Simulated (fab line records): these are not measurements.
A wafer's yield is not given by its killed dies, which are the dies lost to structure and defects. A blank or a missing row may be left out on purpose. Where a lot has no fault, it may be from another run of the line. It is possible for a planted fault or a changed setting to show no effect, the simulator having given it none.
fab line records	flow sky130	part 1 of 2: steps 1 to 42 of 43
record: lots: 6	wafers: 18	lastDay: 49
route steps=708 shown METAL3@559 VIA3@573 METAL4@598 PAD_OPEN@708
lots that met no fault: from a run of the same line without faults
startH: hours from the record's first day to the start of the lot's first wafer shown	waitH: how many hours have passed since the lot's step before this one	" as in the row above	L1.1+2: one row covering several wafers at once	- no value, or no start was given	* or withheld: withheld	< > ~ a bound
route shown NAME@n: names a module that has steps shown in the file, with the first one's number in the route	usual: the fault-free wafers' mean and standard deviation	same: alike in all rows	chamber/n: place in a boat	sites: the reading at each site	_std_site: the standard deviation of these	_edge_site: mean of outer sites minus mean of inner sites	radiusMm: how far each site lies from the wafer's centre	mask NAME#n: copy n	behind: the tool/chamber that last shaped the wafer	hold: reason for holding the lot/hours on hold/outcome of the hold	device: transistor that didn't switch, given as n, p or np	end of line: the tests these same wafers got at the end of their route	where a step has no rows: the recipe by itself	killed: dies that structure and defects cost at the first sort, which is not the same as the wafer's yield	map: dies across one wafer; x = killed, . = not, _ = none there
set.NAME: setting as actually run; set.NAME@STEP: the setting as run at that earlier step	model.NAME: the simulator's own value behind a step, which no gauge read
certain route steps with their lots: each step a table, each wafer a row
services: from which hour (startH, from the record's first day; less than 0 if before it) a tool's chamber was out of use, for how many hours, and why
== steps ==
step: SKY_METAL3_SOFTBAKE_09
recipe: tempC: 100	timeS: 90	resist: KrF-thick
step: SKY_METAL3_EXPOSE_10
recipe: maskId: MM3	na: 0.68	sourceShape: annular	sigmaInner: 0.4	sigmaOuter: 0.8	targetCdNm: 300	doseMj: 28
step: SKY_METAL3_PEB_11
recipe: pebTempC: withheld	pebTimeS: withheld	resist: KrF-thick
step: SKY_METAL3_DEVELOP_12
recipe: developTimeS: 60	resist: KrF-thick	devTempC: 21
step: SKY_METAL3_CD_MEAS_13
recipe: targetCdNm: 300
usual: cdNm: 300.1/1.4
lot.wafer	tool	chamber	startH	waitH	cdNm
L534.3	cdSem-02	-	894.54	-	299.5
L534.4	"	-	"	"	300.9
L534.6	"	-	"	"	300.3
L536.2	cdSem-01	-	910.36	-	299.9
L536.5	"	-	"	"	300.1
L536.6	"	-	"	"	300.2
L538.1	cdSem-02	-	931.34	-	301.9
L538.5	"	-	"	"	301.8
L538.6	"	-	"	"	303.3
L545.1	cdSem-01	-	984.25	-	298.4
L545.2	"	-	"	"	296.3
L545.5	"	-	"	"	297.0
L550.2	cdSem-02	-	1018.11	-	302.3
L550.3	"	-	"	"	300.9
L550.5	"	-	"	"	300.1
L551.1	cdSem-02	-	1018.45	-	299.3
L551.2	"	-	"	"	300.0
L551.3	"	-	"	"	299.9
step: SKY_METAL3_OVL_MEAS_14
usual: METAL3_OVL: 0/5.9
lot.wafer	tool	chamber	startH	waitH	METAL3_OVL[nm]
L534.3	overlay-02	-	894.63	0.1	-4
L534.4	"	-	"	"	-1
L534.6	"	-	"	"	-5
L536.2	overlay-02	-	910.47	0.1	13
L536.5	"	-	"	"	7
L536.6	"	-	"	"	9
L538.1	overlay-02	-	931.46	0.1	4
L538.5	"	-	"	"	3
L538.6	"	-	"	"	4
L545.1	overlay-02	-	984.37	0.1	-3
L545.2	"	-	"	"	-4
L545.5	"	-	"	"	-6
L550.2	overlay-01	-	1018.22	0.1	8
L550.3	"	-	"	"	7
L550.5	"	-	"	"	10
L551.1	overlay-01	-	1018.57	0.1	6
L551.2	"	-	"	"	7
L551.3	"	-	"	"	5
step: SKY_METAL3_DESCUM_15
recipe: chemistry: O2	sourcePowerW: 150	biasPowerW: 0	pressureMtorr: 10	tempC: 40	timeS: 8
usual: drypumpMotorCurrentA: 5.8/0.5	oesProductAu: 1.006/0.011
same: biasPowerW: 0
lot.wafer	tool	chamber	startH	waitH	drypumpMotorCurrentA	oesProductAu	rfHoursCounterH
L534.3	rieMetal-01	1	894.66	0.0	6.1	1.010	-
L534.4	"	0	"	"	4.9	1.000	-
L534.6	"	0	"	"	4.9	0.992	-
L536.2	rieMetal-02	0	910.50	0.0	5.5	1.023	14
L536.5	"	1	"	"	6.1	0.997	-
L536.6	"	0	"	"	5.5	1.015	-
L538.1	rieMetal-01	1	931.50	0.0	6.1	1.012	6
L538.5	"	0	"	"	4.9	0.999	-
L538.6	"	1	"	"	6.1	1.004	-
L545.1	rieMetal-03	1	984.40	0.0	6.4	1.004	14
L545.2	"	0	"	"	6.0	1.003	13
L545.5	"	0	"	"	6.0	0.995	-
L550.2	rieMetal-02	0	1018.25	0.0	5.5	1.016	20
L550.3	"	0	"	"	5.5	1.021	-
L550.5	"	1	"	"	6.1	1.010	-
L551.1	rieMetal-01	0	1018.60	0.0	4.9	1.001	14
L551.2	"	1	"	"	6.1	0.998	11
L551.3	"	1	"	"	6.1	1.007	-
step: SKY_METAL3_ETCH_16
recipe: chemistry: N2/H2	target: BARC	ionEnergyEv: 200	biasW: 100	pressureMtorr: 30	n2FlowSccm: 100	h2FlowSccm: 200	icpW: 500	stopOn: SiO2	timeS: 88.2	targetDepthA: 600
step: SKY_METAL3_ETCH_17
recipe: target: SiO2	stopOn: TiN	chemistry: C4F8/O2/Ar	sourceW: 1500	biasW: 1200	pressureMtorr: 40	c4f8FlowSccm: withheld	O2_flow_sccm: 6	Ar_flow_sccm: 300	timeS: 3.9	targetDepthA: 150
step: SKY_METAL3_METAL_ETCH_18
recipe: targetDepthA: 8450	stopOn: SiO2	overEtchFrac: 0.3	timeS: 183.1	chemistry: Cl2/BCl3	resistSidewallDeg: 88	pressureMtorr: 10	icpW: 900	biasW: 48.5	Cl2_flow_sccm: 60	bcl3FlowSccm: 30
usual: drypumpMotorCurrentA: 5.9/0.5	oesProductAu: 0.866/0.0062	throttleValvePct: 22.265/0.0093
lot.wafer	tool	chamber	startH	waitH	drypumpMotorCurrentA	oesProductAu	rfHoursCounterH	throttleValvePct
L534.3	rieMetal-03	0	894.86	0.1	6.1	0.877	-	22.260
L534.4	"	1	"	"	6.4	0.863	-	22.272
L534.6	"	1	"	"	6.4	0.862	-	22.249
L536.2	rieMetal-01	1	910.65	0.0	6.2	0.866	6	22.256
L536.5	"	0	"	"	4.9	0.863	-	22.265
L536.6	"	1	"	"	6.1	0.868	-	22.285
L538.1	rieMetal-03	0	931.65	0.0	6.0	0.859	10	22.259
L538.5	"	0	"	"	6.0	0.868	-	22.251
L538.6	"	1	"	"	6.4	0.876	-	22.269
L545.1	rieMetal-01	1	984.55	0.0	6.1	0.863	9	22.262
L545.2	"	0	"	"	4.9	0.880	12	22.260
L545.5	"	1	"	"	6.1	0.866	-	22.265
L550.2	rieMetal-03	0	1018.40	0.0	6.0	0.863	15	22.254
L550.3	"	1	"	"	6.4	0.867	-	22.261
L550.5	"	1	"	"	6.4	0.859	-	22.258
L551.1	rieMetal-02	1	1018.75	0.0	6.1	0.867	7	22.257
L551.2	"	0	"	"	5.5	0.865	20	22.272
L551.3	"	0	"	"	5.5	0.856	-	22.251
step: SKY_METAL3_STRIP_19
recipe: chemistry: O2/N2	powerW: 1400	pressureMtorr: 1500	platenTempC: withheld	o2FlowSccm: 3000	n2FlowSccm: 300	overashFraction: 0.5
step: SKY_METAL3_STRIP_20
recipe: chemistry: postEtchResidueRemover	timeS: 1200	tempC: 72.5
step: SKY_METAL3_CLEAN_21
recipe: chemistry: IPA	timeS: 180	tempC: 25
lot.wafer	tool	chamber	startH	waitH
L534.3+4+6	wetBench-01	1	895.42	0.0
L536.2+5+6	wetBench-01	2	911.27	0.0
L538.1+5+6	wetBench-01	0	932.27	0.0
L545.1+2+5	wetBench-01	3	985.17	0.0
L550.2+3+5	wetBench-01	0	1019.01	0.0
L551.1+2+3	wetBench-01	3	1019.37	0.0
step: SKY_METAL3_CLEAN_22
recipe: chemistry: O3/DIW	dry: n2Spin
step: SKY_VIA3_HDPCVD_00
recipe: material: SiO2	targetThkNm: 1635	sigmaOpenFrac: 0.3	timeS: 272.5	tempC: 400	sih4FlowSccm: 60	pressureMtorr: 6
step: SKY_VIA3_THK_MEAS_01
recipe: reads: SiO2_of_VIA3_HDPCVD_00
usual: VIA3_HDPCVD_THK: 1625/19
lot.wafer	tool	chamber	startH	waitH	VIA3_HDPCVD_THK[nm]
L534.3	filmMetro-01	-	895.95	0.1	1641
L534.4	"	-	"	"	1587
L534.6	"	-	"	"	1584
L536.2	filmMetro-02	-	911.60	0.1	1620
L536.5	"	-	"	"	1639
L536.6	"	-	"	"	1638
L538.1	filmMetro-01	-	932.59	0.1	1632
L538.5	"	-	"	"	1587
L538.6	"	-	"	"	1627
L545.1	filmMetro-01	-	985.49	0.1	1601
L545.2	"	-	"	"	1631
L545.5	"	-	"	"	1621
L550.2	filmMetro-02	-	1019.34	0.1	1615
L550.3	"	-	"	"	1633
L550.5	"	-	"	"	1611
L551.1	filmMetro-02	-	1019.69	0.1	1615
L551.2	"	-	"	"	1614
L551.3	"	-	"	"	1643
step: SKY_VIA3_CMP_02
recipe: material: SiO2	downForcePsi: 4	platenRpm: 60	padVelocityMS: 0.94248
usual: edgeZonePressureFrac: 1.000/0.0049	headPressurePsi: 4.000/0.0089	motorCurrentA: 12.1/1
lot.wafer	tool	chamber	startH	waitH	edgeZonePressureFrac	headPressurePsi	motorCurrentA
L534.3	cmp-02	2	895.99	0.0	0.994	3.998	12.1
L534.4	"	0	"	"	1.009	4.003	13.5
L534.6	"	2	"	"	0.992	4.011	12.2
L536.2	cmp-01	0	911.87	0.3	1.004	4.004	11.4
L536.5	"	0	"	"	1.006	3.995	11.4
L536.6	"	1	"	"	0.998	4.001	13.7
L538.1	cmp-01	3	932.80	0.2	0.999	3.993	10.6
L538.5	"	2	"	"	1.008	4.004	12.0
L538.6	"	3	"	"	1.001	4.012	10.6
L545.2	cmp-01	2	985.55	0.0	0.999	4.000	12.5
L545.1	"	1	"	"	0.999	4.005	13.2
L545.5	"	3	"	"	0.998	3.989	10.9
L550.3	cmp-01	3	1019.47	0.1	0.996	4.011	10.6
L550.2	"	0	"	"	0.996	4.002	11.3
L550.5	"	3	"	"	1.001	3.991	9.9
L551.1	cmp-01	0	1019.75	0.1	0.999	4.013	11.2
L551.2	"	1	"	"	0.992	3.991	12.8
L551.3	"	3	"	"	0.991	4.011	11.0
step: SKY_VIA3_BOW_MEAS_03
recipe: mode: bow
usual: VIA3_BOW: 79/7.1
lot.wafer	tool	chamber	startH	waitH	VIA3_BOW[um]
L534.3	filmMetro-02	-	896.33	0.3	71
L534.4	"	-	"	"	82
L534.6	"	-	"	"	81
L536.2	filmMetro-04	-	912.19	0.3	76
L536.5	"	-	"	"	75
L536.6	"	-	"	"	82
L538.1	filmMetro-02	-	933.05	0.2	83
L538.5	"	-	"	"	82
L538.6	"	-	"	"	73
L545.1	filmMetro-04	-	985.85	0.1	77
L545.2	"	-	"	"	68
L545.5	"	-	"	"	77
L550.2	filmMetro-04	-	1019.74	0.2	87
L550.3	"	-	"	"	75
L550.5	"	-	"	"	71
L551.1	filmMetro-01	-	1020.05	0.2	83
L551.2	"	-	"	"	88
L551.3	"	-	"	"	83
step: SKY_VIA3_DEHYDRATE_04
recipe: tempC: 200	timeS: 60
step: SKY_VIA3_HMDS_05
recipe: primeTimeS: 60	primeTempC: 120
step: SKY_VIA3_COAT_06
recipe: resist: BARC	tempC: withheld	timeS: withheld	spinRpm: 3000	resistThkNm: 60
step: SKY_VIA3_COAT_07
recipe: resist: KrF-thick	spinRpm: 3000	resistThkNm: 450
step: SKY_VIA3_SOFTBAKE_08
recipe: tempC: 100	timeS: 90	resist: KrF-thick
step: SKY_VIA3_EXPOSE_09
recipe: maskId: VIM3	na: 0.8	sourceShape: annular	sigmaInner: 0.55	sigmaOuter: 0.85	targetCdNm: 200	doseMj: 38
step: SKY_VIA3_PEB_10
recipe: pebTempC: withheld	pebTimeS: withheld	resist: KrF-thick
step: SKY_VIA3_DEVELOP_11
recipe: developTimeS: 60	resist: KrF-thick	devTempC: 21
step: SKY_VIA3_CD_MEAS_12
recipe: targetCdNm: 200
usual: cdNm: 199.9/1.3
lot.wafer	tool	chamber	startH	waitH	cdNm
L534.3	cdSem-02	-	920.99	-	197.8
L534.4	"	-	"	"	199.5
L534.6	"	-	"	"	199.7
L536.2	cdSem-02	-	936.32	-	200.4
L536.5	"	-	"	"	199.6
L536.6	"	-	"	"	199.9
L538.1	cdSem-01	-	956.59	-	199.1
L538.5	"	-	"	"	197.3
L538.6	"	-	"	"	197.1
L545.1	cdSem-01	-	1009.25	-	201.3
L545.2	"	-	"	"	200.6
L545.5	"	-	"	"	199.3
L550.2	cdSem-02	-	1041.37	-	199.7
L550.3	"	-	"	"	201.0
L550.5	"	-	"	"	200.3
L551.1	cdSem-01	-	1042.19	-	200.3
L551.2	"	-	"	"	201.3
L551.3	"	-	"	"	200.3
step: SKY_VIA3_OVL_MEAS_13
usual: VIA3_OVL: 3/5.4
lot.wafer	tool	chamber	startH	waitH	VIA3_OVL[nm]
L534.3	overlay-02	-	921.08	0.1	6
L534.4	"	-	"	"	-4
L534.6	"	-	"	"	0
L536.2	overlay-02	-	936.42	0.1	-5
L536.5	"	-	"	"	-3
L536.6	"	-	"	"	-7
L538.1	overlay-01	-	956.71	0.1	3
L538.5	"	-	"	"	-3
L538.6	"	-	"	"	1
L545.1	overlay-02	-	1009.37	0.1	4
L545.2	"	-	"	"	4
L545.5	"	-	"	"	2
L550.2	overlay-01	-	1041.47	0.1	3
L550.3	"	-	"	"	-2
L550.5	"	-	"	"	2
L551.1	overlay-02	-	1042.31	0.1	2
L551.2	"	-	"	"	2
L551.3	"	-	"	"	-3
step: SKY_VIA3_ETCH_14
recipe: chemistry: N2/H2	target: BARC	ionEnergyEv: 200	sourceW: 500	biasW: 100	pressureMtorr: 30	n2FlowSccm: 100	h2FlowSccm: 200	stopOn: SiO2	timeS: 45.9	targetDepthA: 600
step: SKY_VIA3_ETCH_15
recipe: target: SiO2	chemistry: C4F8/O2/Ar	targetDepthNm: 507	stopOn: TiN	maskMaterial: KrF-thick	sourceW: 1500	biasW: 1200	pressureMtorr: 40	c4f8FlowSccm: withheld	O2_flow_sccm: 6	Ar_flow_sccm: 300	timeS: 78
step: SKY_VIA3_STRIP_16
recipe: chemistry: O2/N2	powerW: 1400	pressureMtorr: 1500	platenTempC: withheld	o2FlowSccm: 3000	n2FlowSccm: 300	overashFraction: 0.5
step: SKY_VIA3_STRIP_17
recipe: chemistry: postEtchResidueRemover	timeS: 1200	tempC: 72.5
step: SKY_VIA3_CLEAN_18
recipe: chemistry: IPA	timeS: 180	tempC: 25
step: SKY_VIA3_CLEAN_19
recipe: chemistry: O3/DIW	dry: n2Spin
step: SKY_VIA3_SPUTTER_20
recipe: material: TiN	targetThkNm: 20	chamberPressurePa: 5	powerW: 4000	timeS: 80
step: SKY_VIA3_CVD_21
recipe: material: W	targetThkNm: 390	timeS: 117.31	tempC: 400	pressureTorr: 40
usual: heaterPowerW: 893/87
lot.wafer	tool	chamber	startH	waitH	heaterPowerW
L534.3	cvdW-02	1	921.97	0.1	1023
L534.4	"	0	"	"	808
L534.6	"	0	"	"	813
L536.2	cvdW-02	1	937.33	0.0	1022
L536.5	"	1	"	"	1031
L536.6	"	0	"	"	817
L538.1	cvdW-01	1	957.50	0.0	823
L538.5	"	0	"	"	937
L538.6	"	1	"	"	810
L545.1	cvdW-01	0	1010.16	0.0	965
L545.2	"	1	"	"	848
L545.5	"	0	"	"	936
L550.2	cvdW-01	1	1042.28	0.0	826
L550.3	"	0	"	"	957
L550.5	"	1	"	"	815
L551.1	cvdW-02	1	1043.10	0.0	1045
L551.2	"	0	"	"	830
L551.3	"	1	"	"	1028
step: SKY_VIA3_RS_MEAS_22
recipe: thkMeasGauge: four-point-probe	reads: W_of_VIA3_CVD_21+TiN_of_VIA3_SPUTTER_20
usual: VIA3_W_RS: 0.293/0.005
lot.wafer	tool	chamber	startH	waitH	VIA3_W_RS[ohm/sq]
L534.3	filmMetro-04	-	922.09	0.1	0.292
L534.4	"	-	"	"	0.289
L534.6	"	-	"	"	0.290
L536.2	filmMetro-02	-	937.47	0.1	0.292
L536.5	"	-	"	"	0.295
L536.6	"	-	"	"	0.292
L538.1	filmMetro-04	-	957.73	0.2	0.298
L538.5	"	-	"	"	0.296
L538.6	"	-	"	"	0.299
L545.1	filmMetro-04	-	1010.28	0.1	0.292
L545.2	"	-	"	"	0.297
L545.5	"	-	"	"	0.286
L550.2	filmMetro-04	-	1042.42	0.1	0.299
L550.3	"	-	"	"	0.291
L550.5	"	-	"	"	0.301
L551.1	filmMetro-02	-	1043.22	0.1	0.290
L551.2	"	-	"	"	0.286
L551.3	"	-	"	"	0.294
step: SKY_VIA3_THK_MEAS_23
recipe: thkMeasGauge: xrf	reads: W_of_VIA3_CVD_21
usual: VIA3_W_THK: 377/8.5
lot.wafer	tool	chamber	startH	waitH	VIA3_W_THK[nm]
L534.3	filmMetro-04	-	922.19	0.1	376
L534.4	"	-	"	"	378
L534.6	"	-	"	"	380
L536.2	filmMetro-02	-	937.58	0.1	383
L536.5	"	-	"	"	380
L536.6	"	-	"	"	384
L538.1	filmMetro-04	-	957.85	0.1	374
L538.5	"	-	"	"	376
L538.6	"	-	"	"	371
L545.1	filmMetro-04	-	1010.40	0.1	375
L545.2	"	-	"	"	368
L545.5	"	-	"	"	381
L550.2	filmMetro-04	-	1042.53	0.1	362
L550.3	"	-	"	"	372
L550.5	"	-	"	"	360
L551.1	filmMetro-02	-	1043.34	0.1	381
L551.2	"	-	"	"	386
L551.3	"	-	"	"	379
step: SKY_VIA3_CMP_24
recipe: stopOn: SiO2	tOverpolishS: 20	downForcePsi: 3.5	platenRpm: 60	targetThkNm: 0	padVelocityMS: 0.94248
usual: edgeZonePressureFrac: 1.000/0.0051	headPressurePsi: 3.500/0.0072	motorCurrentA: 11.2/0.86	overpolishRunS: 20.000/0.0098	timeToEndpointS: 93/4.3
lot.wafer	tool	chamber	startH	waitH	edgeZonePressureFrac	headPressurePsi	motorCurrentA	overpolishRunS	timeToEndpointS
L534.4	cmp-02	0	922.33	0.1	0.996	3.489	12.3	20.010	84
L534.3	"	1	"	"	0.995	3.501	10.7	20.017	87
L534.6	"	3	"	"	1.002	3.503	11.3	20.003	90
L536.2	cmp-02	2	937.73	0.1	1.007	3.501	11.0	20.006	99
L536.6	"	0	"	"	1.005	3.508	12.1	20.008	87
L536.5	"	1	"	"	1.001	3.502	11.7	19.990	94
L538.1	cmp-01	0	958.01	0.1	1.003	3.484	10.3	19.994	96
L538.6	"	2	"	"	1.002	3.498	11.1	19.995	89
L538.5	"	3	"	"	0.998	3.507	9.7	20.004	93
L545.2	cmp-02	2	1010.46	0.0	1.000	3.484	11.6	20.002	95
L545.1	"	3	"	"	0.995	3.497	11.5	19.998	93
L545.5	"	3	"	"	1.002	3.485	12.0	19.999	95
L550.2	cmp-02	3	1042.58	0.0	0.999	3.502	12.2	20.000	92
L550.3	"	2	"	"	0.999	3.491	10.8	20.003	101
L550.5	"	0	"	"	1.001	3.502	12.2	19.997	90
L551.1	cmp-01	0	1043.40	0.1	0.990	3.500	9.9	20.005	99
L551.2	"	2	"	"	1.008	3.494	11.6	20.006	95
L551.3	"	3	"	"	1.004	3.498	9.6	19.996	92
step: SKY_METAL4_SPUTTER_00
recipe: material: Ti	targetThkNm: 15	powerW: 3000	timeS: 10	chamberPressurePa: 0.4
step: SKY_METAL4_SPUTTER_01
recipe: material: TiN	targetThkNm: 20	powerW: 6500	timeS: 16.7	chamberPressurePa: 0.4
step: SKY_METAL4_SPUTTER_02
recipe: material: AlCu	targetThkNm: 735	powerW: 10600	timeS: 39.1	chamberPressurePa: 0.4
